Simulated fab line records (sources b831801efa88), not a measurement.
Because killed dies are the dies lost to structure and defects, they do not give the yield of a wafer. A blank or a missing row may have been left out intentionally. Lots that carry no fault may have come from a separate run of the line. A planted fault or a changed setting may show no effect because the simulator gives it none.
fab line records ; flow gf180mcu
record lots=14; wafers=42; last_day=34
route steps=602 shown STI@25 LVPWELL@63 HV_LDD@207 SALICIDE@286
lots untouched by any fault: they come from a run of this same line in which no faults occurred
start_h: hours from the record's first day to the start of the lot's first wafer shown ; wait_h: time in hours since the lot's previous step ; " identical to the entry in the row above ; L1.1+2: one row covering several wafers at once ; - value missing, or start not given ; * or withheld: withheld ; < > ~ a bound
route shown NAME@n: NAME is a module with steps in the file, n the number in the route of the first one ; usual: average and standard deviation across the fault-free wafers ; same: alike in all rows ; chamber/n: place in a boat ; sites: readings site by site ; _std_site: the values' standard deviation ; _edge_site: inner sites' mean taken away from outer sites' mean ; radius_mm: how far each site lies from the wafer's centre ; mask NAME#n: copy n ; behind: the tool/chamber that last shaped the wafer ; hold: reason for holding the lot/hours on hold/outcome of the hold ; device: transistor that didn't switch, given as n, p or np ; end of line: the route-end tests of the same wafers ; step lacking rows: just its recipe ; killed: dies lost to structure and defects at the first sort, not the wafer's yield ; map: a wafer's dies, x killed, . not, _ none there
set.NAME: the setting the step ran with; set.NAME@STEP: the setting that earlier step ran with ; model.NAME: the simulator's own value behind a step, which no gauge read
a sample of lots followed through the steps of the route, with each step as a table and each wafer as a row
services: when a tool's chamber went out of use (start_h, in hours from the record's first day, below 0 if earlier), for how many hours, and the reason
## steps
# step GF_STI_THK_MEAS_24
# recipe reads=SiO2_of_STI_CVD_23
# usual STI_CVD_23_THK=650/5.8
lot.wafer;tool;chamber;start_h;wait_h;STI_CVD_23_THK[nm]
L173.2;film_metro-02;-;27.07;0.0;652
L173.3;film_metro-02;-;27.07;0.0;651
L173.4;film_metro-02;-;27.07;0.0;650
L174.3;film_metro-02;-;33.61;0.1;652
L174.5;film_metro-02;-;33.61;0.1;646
L174.6;film_metro-02;-;33.61;0.1;651
L175.2;film_metro-02;-;38.70;0.0;640
L175.3;film_metro-02;-;38.70;0.0;644
L175.4;film_metro-02;-;38.70;0.0;650
L176.3;film_metro-03;-;43.82;0.1;646
L176.4;film_metro-03;-;43.82;0.1;643
L176.6;film_metro-03;-;43.82;0.1;649
L178.1;film_metro-03;-;53.56;0.0;648
L178.3;film_metro-03;-;53.56;0.0;652
L178.4;film_metro-03;-;53.56;0.0;654
L181.2;film_metro-02;-;69.80;0.0;663
L181.3;film_metro-02;-;69.80;0.0;665
L181.6;film_metro-02;-;69.80;0.0;661
L185.1;film_metro-03;-;90.27;0.0;658
L185.2;film_metro-03;-;90.27;0.0;656
L185.5;film_metro-03;-;90.27;0.0;646
L186.3;film_metro-02;-;94.42;0.1;656
L186.4;film_metro-02;-;94.42;0.1;651
L186.5;film_metro-02;-;94.42;0.1;654
L188.2;film_metro-03;-;106.97;0.0;639
L188.3;film_metro-03;-;106.97;0.0;643
L188.6;film_metro-03;-;106.97;0.0;641
L190.1;film_metro-01;-;114.63;0.0;654
L190.2;film_metro-01;-;114.63;0.0;647
L190.3;film_metro-01;-;114.63;0.0;650
L191.1;film_metro-02;-;123.21;0.0;652
L191.3;film_metro-02;-;123.21;0.0;650
L191.4;film_metro-02;-;123.21;0.0;651
L194.1;film_metro-02;-;143.36;0.0;646
L194.2;film_metro-02;-;143.36;0.0;647
L194.3;film_metro-02;-;143.36;0.0;643
L195.1;film_metro-02;-;143.42;0.1;661
L195.2;film_metro-02;-;143.42;0.1;649
L195.4;film_metro-02;-;143.42;0.1;654
L196.1;film_metro-02;-;152.92;0.0;645
L196.3;film_metro-02;-;152.92;0.0;648
L196.4;film_metro-02;-;152.92;0.0;651
# step GF_LVPWELL_IMPLANT_09
# recipe species=B; energy_kev=60; dose_cm2=5e+12; tilt_deg=0
# usual dose_ions_cm2=5.001e+12/6.1e+09; faraday_current_uA=28.2/0.63
lot.wafer;tool;chamber;start_h;wait_h;dose_ions_cm2;faraday_current_uA
L173.2;implanter-02;0;68.52;0.1;5.01e+12;28.4
L173.3;implanter-02;0;68.52;0.1;5.011e+12;27.9
L173.4;implanter-02;0;68.52;0.1;5.011e+12;28.3
L174.3;implanter-02;0;76.26;0.1;5.002e+12;27.5
L174.5;implanter-02;0;76.26;0.1;5.002e+12;28.7
L174.6;implanter-02;0;76.26;0.1;4.998e+12;28.3
L175.2;implanter-01;0;80.62;0.1;5.007e+12;28.2
L175.3;implanter-01;0;80.62;0.1;5.002e+12;28.6
L175.4;implanter-01;0;80.62;0.1;5.007e+12;28.0
L176.3;implanter-04;0;85.61;0.1;4.997e+12;28.9
L176.4;implanter-04;0;85.61;0.1;5.002e+12;28.3
L176.6;implanter-04;0;85.61;0.1;4.997e+12;27.7
L178.1;implanter-04;0;96.14;0.1;5.013e+12;28.6
L178.3;implanter-04;0;96.14;0.1;5.002e+12;28.6
L178.4;implanter-04;0;96.14;0.1;5.005e+12;28.3
L181.2;implanter-04;0;114.62;0.1;7.333e+12;40.3
L181.3;implanter-04;0;114.62;0.1;7.323e+12;41.7
L181.6;implanter-04;0;114.62;0.1;7.325e+12;40.3
L185.1;implanter-04;0;138.06;0.1;7.325e+12;40.2
L185.2;implanter-04;0;138.06;0.1;7.321e+12;38.6
L185.5;implanter-04;0;138.06;0.1;7.314e+12;41.8
L186.3;implanter-04;0;141.74;0.1;7.324e+12;41.7
L186.4;implanter-04;0;141.74;0.1;7.314e+12;39.7
L186.5;implanter-04;0;141.74;0.1;7.315e+12;40.7
L188.2;implanter-02;0;153.54;0.1;5.011e+12;29.0
L188.3;implanter-02;0;153.54;0.1;5.002e+12;29.1
L188.6;implanter-02;0;153.54;0.1;5.005e+12;28.1
L190.1;implanter-02;0;162.46;0.1;4.995e+12;28.7
L190.2;implanter-02;0;162.46;0.1;5.001e+12;27.3
L190.3;implanter-02;0;162.46;0.1;4.997e+12;28.2
L191.1;implanter-01;0;170.81;0.1;5.003e+12;28.4
L191.3;implanter-01;0;170.81;0.1;4.999e+12;28.2
L191.4;implanter-01;0;170.81;0.1;4.996e+12;28.5
L194.1;implanter-01;0;198.46;0.1;5.008e+12;28.2
L194.2;implanter-01;0;198.46;0.1;5.006e+12;28.4
L194.3;implanter-01;0;198.46;0.1;5e+12;28.2
L195.1;implanter-02;0;199.14;0.1;5.004e+12;27.0
L195.2;implanter-02;0;199.14;0.1;4.993e+12;27.7
L195.4;implanter-02;0;199.14;0.1;4.995e+12;27.9
L196.1;implanter-02;0;211.86;0.1;5.005e+12;28.5
L196.3;implanter-02;0;211.86;0.1;5.006e+12;28.9
L196.4;implanter-02;0;211.86;0.1;5.011e+12;27.3
# step GF_VT_IMPLANT_RS_MEAS_48
# recipe thk_meas_gauge=four-point-probe
# usual LVPWELL_RS=1197/3.3
lot.wafer;tool;chamber;start_h;wait_h;LVPWELL_RS[ohm/sq]
L173.2;film_metro-03;-;154.34;0.1;1197
L173.3;film_metro-03;-;154.34;0.1;1195
L173.4;film_metro-03;-;154.34;0.1;1199
L174.3;film_metro-02;-;163.88;0.1;1189
L174.5;film_metro-02;-;163.88;0.1;1192
L174.6;film_metro-02;-;163.88;0.1;1191
L175.2;film_metro-03;-;168.26;0.1;1195
L175.3;film_metro-03;-;168.26;0.1;1193
L175.4;film_metro-03;-;168.26;0.1;1190
L176.3;film_metro-03;-;173.25;0.1;1200
L176.4;film_metro-03;-;173.25;0.1;1195
L176.6;film_metro-03;-;173.25;0.1;1195
L178.1;film_metro-04;-;186.45;0.1;1194
L178.3;film_metro-04;-;186.45;0.1;1196
L178.4;film_metro-04;-;186.45;0.1;1196
L181.2;film_metro-04;-;206.98;0.1;1110
L181.3;film_metro-04;-;206.98;0.1;1111
L181.6;film_metro-04;-;206.98;0.1;1110
L185.1;film_metro-02;-;237.36;0.1;1112
L185.2;film_metro-02;-;237.36;0.1;1112
L185.5;film_metro-02;-;237.36;0.1;1112
L186.3;film_metro-04;-;242.25;0.1;1114
L186.4;film_metro-04;-;242.25;0.1;1114
L186.5;film_metro-04;-;242.25;0.1;1112
L188.2;film_metro-03;-;255.58;0.1;1191
L188.3;film_metro-03;-;255.58;0.1;1192
L188.6;film_metro-03;-;255.58;0.1;1190
L190.1;film_metro-04;-;268.44;0.1;1202
L190.2;film_metro-04;-;268.44;0.1;1198
L190.3;film_metro-04;-;268.44;0.1;1199
L191.1;film_metro-03;-;277.81;0.1;1193
L191.3;film_metro-03;-;277.81;0.1;1194
L191.4;film_metro-03;-;277.81;0.1;1191
L194.1;film_metro-03;-;313.06;0.1;1199
L194.2;film_metro-03;-;313.06;0.1;1198
L194.3;film_metro-03;-;313.06;0.1;1197
L195.1;film_metro-03;-;314.94;0.1;1195
L195.2;film_metro-03;-;314.94;0.1;1195
L195.4;film_metro-03;-;314.94;0.1;1196
L196.1;film_metro-02;-;327.49;0.1;1197
L196.3;film_metro-02;-;327.49;0.1;1200
L196.4;film_metro-02;-;327.49;0.1;1194
# step GF_HV_LDD_CD_MEAS_31
# recipe target_cd_nm=400
# usual cd_nm=400.0/1.9
lot.wafer;tool;chamber;start_h;wait_h;cd_nm
L173.2;cd_sem-02;-;251.54;0.1;400.7
L173.3;cd_sem-02;-;251.54;0.1;402.6
L173.4;cd_sem-02;-;251.54;0.1;401.0
L174.3;cd_sem-02;-;264.31;0.1;399.8
L174.5;cd_sem-02;-;264.31;0.1;400.5
L174.6;cd_sem-02;-;264.31;0.1;401.3
L175.2;cd_sem-02;-;265.94;0.1;399.4
L175.3;cd_sem-02;-;265.94;0.1;399.5
L175.4;cd_sem-02;-;265.94;0.1;399.2
L176.3;cd_sem-02;-;273.24;0.1;400.6
L176.4;cd_sem-02;-;273.24;0.1;399.6
L176.6;cd_sem-02;-;273.24;0.1;401.8
L178.1;cd_sem-02;-;284.90;0.1;402.2
L178.3;cd_sem-02;-;284.90;0.1;402.7
L178.4;cd_sem-02;-;284.90;0.1;401.2
L181.2;cd_sem-02;-;309.69;0.1;400.4
L181.3;cd_sem-02;-;309.69;0.1;401.1
L181.6;cd_sem-02;-;309.69;0.1;399.7
L185.1;cd_sem-01;-;349.15;0.1;397.3
L185.2;cd_sem-01;-;349.15;0.1;396.8
L185.5;cd_sem-01;-;349.15;0.1;399.6
L186.3;cd_sem-02;-;354.16;0.1;397.6
L186.4;cd_sem-02;-;354.16;0.1;398.7
L186.5;cd_sem-02;-;354.16;0.1;400.2
L188.2;cd_sem-02;-;366.92;0.1;401.1
L188.3;cd_sem-02;-;366.92;0.1;398.7
L188.6;cd_sem-02;-;366.92;0.1;400.1
L190.1;cd_sem-02;-;383.27;0.1;400.0
L190.2;cd_sem-02;-;383.27;0.1;398.3
L190.3;cd_sem-02;-;383.27;0.1;400.0
L191.1;cd_sem-01;-;390.57;0.1;397.0
L191.3;cd_sem-01;-;390.57;0.1;398.8
L191.4;cd_sem-01;-;390.57;0.1;396.5
L194.1;cd_sem-02;-;434.32;0.1;401.4
L194.2;cd_sem-02;-;434.32;0.1;398.6
L194.3;cd_sem-02;-;434.32;0.1;399.7
L195.1;cd_sem-01;-;438.42;0.1;403.2
L195.2;cd_sem-01;-;438.42;0.1;403.3
L195.4;cd_sem-01;-;438.42;0.1;402.8
L196.1;cd_sem-02;-;450.45;0.1;399.9
L196.3;cd_sem-02;-;450.45;0.1;400.8
L196.4;cd_sem-02;-;450.45;0.1;401.6
# step GF_SALICIDE_RTA_08
# recipe temp_c=800; time_s=30; ambient=N2
# usual lamp_power_pct=17.1/2; wafer_temp_C_max=805.5/1.3
lot.wafer;tool;chamber;start_h;wait_h;lamp_power_pct;wafer_temp_C_max
L173.2;rtp_anneal-02;0;338.67;0.0;14.9;805.1
L173.3;rtp_anneal-02;0;338.67;0.0;14.9;806.4
L173.4;rtp_anneal-02;0;338.67;0.0;14.9;806.7
L174.3;rtp_anneal-01;0;349.99;0.0;19.0;805.2
L174.5;rtp_anneal-01;0;349.99;0.0;19.0;804.9
L174.6;rtp_anneal-01;0;349.99;0.0;19.0;804.8
L175.2;rtp_anneal-01;0;354.20;0.0;19.0;804.1
L175.3;rtp_anneal-01;0;354.20;0.0;19.0;805.6
L175.4;rtp_anneal-01;0;354.20;0.0;19.0;803.7
L176.3;rtp_anneal-01;0;362.97;0.0;19.0;803.4
L176.4;rtp_anneal-01;0;362.97;0.0;19.0;805.3
L176.6;rtp_anneal-01;0;362.97;0.0;19.0;804.3
L178.1;rtp_anneal-02;0;374.12;0.0;14.9;806.9
L178.3;rtp_anneal-02;0;374.12;0.0;14.9;807.0
L178.4;rtp_anneal-02;0;374.12;0.0;14.9;807.3
L181.2;rtp_anneal-02;0;402.15;0.0;14.9;806.7
L181.3;rtp_anneal-02;0;402.15;0.0;14.9;806.6
L181.6;rtp_anneal-02;0;402.15;0.0;14.9;806.4
L185.1;rtp_anneal-02;0;446.72;0.0;14.9;806.7
L185.2;rtp_anneal-02;0;446.72;0.0;14.9;808.0
L185.5;rtp_anneal-02;0;446.72;0.0;14.9;806.0
L186.3;rtp_anneal-01;0;453.27;0.0;19.0;806.2
L186.4;rtp_anneal-01;0;453.27;0.0;19.0;804.0
L186.5;rtp_anneal-01;0;453.27;0.0;19.0;805.1
L188.2;rtp_anneal-02;0;465.90;0.0;14.9;806.2
L188.3;rtp_anneal-02;0;465.90;0.0;14.9;805.9
L188.6;rtp_anneal-02;0;465.90;0.0;14.9;805.2
L190.1;rtp_anneal-01;0;483.34;0.0;19.0;805.1
L190.2;rtp_anneal-01;0;483.34;0.0;19.0;803.6
L190.3;rtp_anneal-01;0;483.34;0.0;19.0;804.4
L191.1;rtp_anneal-01;0;492.58;0.0;19.0;803.3
L191.3;rtp_anneal-01;0;492.58;0.0;19.0;805.6
L191.4;rtp_anneal-01;0;492.58;0.0;19.0;803.9
L194.1;rtp_anneal-02;0;535.65;0.0;14.9;804.0
L194.2;rtp_anneal-02;0;535.65;0.0;14.9;806.4
L194.3;rtp_anneal-02;0;535.65;0.0;14.9;805.7
L195.1;rtp_anneal-01;0;537.92;0.0;19.0;804.4
L195.2;rtp_anneal-01;0;537.92;0.0;19.0;805.5
L195.4;rtp_anneal-01;0;537.92;0.0;19.0;804.1
L196.1;rtp_anneal-01;0;551.03;0.0;19.0;804.3
L196.3;rtp_anneal-01;0;551.03;0.0;19.0;802.9
L196.4;rtp_anneal-01;0;551.03;0.0;19.0;805.9
## services
tool;chamber;start_h;hours;kind
implanter-02;-;61.46;1.0;repair
implanter-02;-;92.79;1.5;repair
implanter-02;-;103.63;44.2;repair
implanter-02;-;120.71;5.5;repair
implanter-02;-;156.20;3.8;repair
implanter-04;-;199.17;4.1;repair
implanter-02;-;213.06;4.2;repair
implanter-01;-;219.62;9.0;pm
implanter-01;-;229.69;2.5;repair
implanter-04;-;229.95;1.3;repair
implanter-01;-;236.47;1.2;repair
implanter-04;-;237.96;2.8;pm
implanter-02;-;243.88;1.2;repair
implanter-01;-;270.02;5.9;repair
implanter-01;-;281.08;2.5;pm
implanter-02;-;304.23;4.0;repair
implanter-02;-;370.71;7.2;pm
rtp_anneal-01;-;371.42;3.4;pm
implanter-04;-;394.60;2.1;repair
implanter-04;-;436.74;3.5;pm
implanter-04;-;461.10;5.4;repair
implanter-02;-;479.24;0.6;repair
implanter-01;-;500.27;4.1;repair
implanter-01;-;540.34;7.4;repair
## key
first_sign step=GF_LVPWELL_IMPLANT_09; reading=dose_ions_cm2; direction=up; sigmas=99+; usual=5.001e+12; struck=7.321e+12
effect step=GF_LVPWELL_IMPLANT_09; reading=faraday_current_uA; direction=up; sigmas=20; usual=28.2; struck=40.6
effect step=GF_VT_IMPLANT_RS_MEAS_48; reading=LVPWELL_RS; direction=down; sigmas=26; usual=1197; struck=1112
met_at GF_LVPWELL_IMPLANT_09
struck_lots L181,L185,L186
tester_left_out L181,L185,L186
not_acting_at GF_STI_THK_MEAS_24,GF_HV_LDD_CD_MEAS_31,GF_SALICIDE_RTA_08
onset_between 96.14 114.62
fault kind=process_parameter_drift; tool=implanter-04; chamber=-; onset_h=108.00; steps=GF_LVPWELL_IMPLANT_09; channel=dose_cm2; offset=2.3199e+12; shape=step; end_h=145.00; acts_in=these_recipes_only; stated=5e+12
# tester_left_out: of these lots the tester's yield and bins aren't shown, on N5 and GAA mostly nor the transistor test; their killed dies are dies lost to structure and defects alone, not to doping, threshold or leakage, so they don't give the yield
